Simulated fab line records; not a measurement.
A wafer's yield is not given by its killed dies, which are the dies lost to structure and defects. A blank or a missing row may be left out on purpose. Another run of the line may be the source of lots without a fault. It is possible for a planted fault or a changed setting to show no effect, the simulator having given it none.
8D (eight disciplines) problem report, filled in by code -- flow sfq line -- the parts of the form that need people (team, actions taken, sign-off) are left out

## 1. THE ISSUE
run length s at SFQ_TRILAYER_I6_DEP_PECVD_165 reads a mean of 150.2 s on 4 wafers of 2 lots; wafers without a fault read 139.0 s with a standard deviation of 0.52. Relative to the usual mean, that is a shift of +21 standard deviations.
The step: deposits SiO2 from SiH4/N2O, time 111.11 s, target thk 500 nm.
The first sign was on wafer L140.3 at day 76 03:27, on pecvd-03. Wafers with a number at this step in the record: 42, from 14 lots. Rule for "out" (also "out of limits"): further than 4 standard deviations from the usual mean. Any other wafer with a number is counted as sound.

## 2. WHAT IT IS; WHAT IT IS NOT
question,is,is not
which readings at this step,run length s,"heater power w, throttle valve pct"
which lots,"L140, L143","L129, L130, L131, L132, L136, L138, L144, L145, L147, L149, L150, L152"
which wafers of those lots,"L140.3, L140.6, L143.2, L143.4","L140.1, L143.5"
read on which tools,pecvd-03,"pecvd-02, pecvd-04"
when,from day 76 03:27,"up to then (19 sound wafers); but 19 sound wafers of L143, L144, L145, L147, L149, L150, L152 came after"

## 3. THE SUSPECTS, EACH WITH WHAT RULES IT OUT
Counting: if a tool at a process step up to the reading ran every lot that is out, it stays a suspect. Sound lots after the first of them don't rule it out here, since some wafers of a struck lot are sound.
- pecvd-03 at SFQ_TRILAYER_I6_DEP_PECVD_165 (deposits SiO2 from SiH4/N2O, time 111.11 s, target thk 500 nm): kept. It ran every lot that is out, first L140 (day 76 03:27). On those wafers its own readings are out: run length s.
- At SFQ_TRILAYER_I6_DEP_PECVD_165 on pecvd-03, chamber 0 took the sound wafers of the same lots and chamber 1 took the wafers that are out.
The count leaves pecvd-03 at SFQ_TRILAYER_I6_DEP_PECVD_165.

## 4. THE CAUSE (what the simulator had put in)
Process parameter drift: pecvd-03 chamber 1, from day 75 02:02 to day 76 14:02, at SFQ_TRILAYER_I6_DEP_PECVD_165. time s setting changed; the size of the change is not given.
This tool alone remained once counting was done.

## 5. THE CHAIN OF EFFECTS, in route order
One row per reading whose mean, taken over the struck wafers that have a number, lies over 3 standard deviations from the usual. Readings are gone through only where the record gives a usual standard deviation; hours: the median, over the lots, of the time from a lot's start at the first step in this table giving one to that lot's start at this step; sigmas: the change measured in usual standard deviations.
hours,step,reading,usual,on struck wafers,change,sigmas
0,SFQ_TRILAYER_I6_DEP_PECVD_165,run length s,139.0 s,150.2,+11.2,+21
1,SFQ_TRILAYER_I6_CMP_CMP_166,time to endpoint s,214 s,255,+41,+6.7
Here are the process steps it includes:
- SFQ_TRILAYER_I6_DEP_PECVD_165: deposits SiO2 from SiH4/N2O, time 111.11 s, target thk 500 nm.
- SFQ_TRILAYER_I6_CMP_CMP_166: polishes SiO2.

## 6. HOW IT WOULD HAVE BEEN CAUGHT EARLIER
25 hours passed between the start of the fault at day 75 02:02 and the first reading out of limits in this record, taken at day 76 03:27.
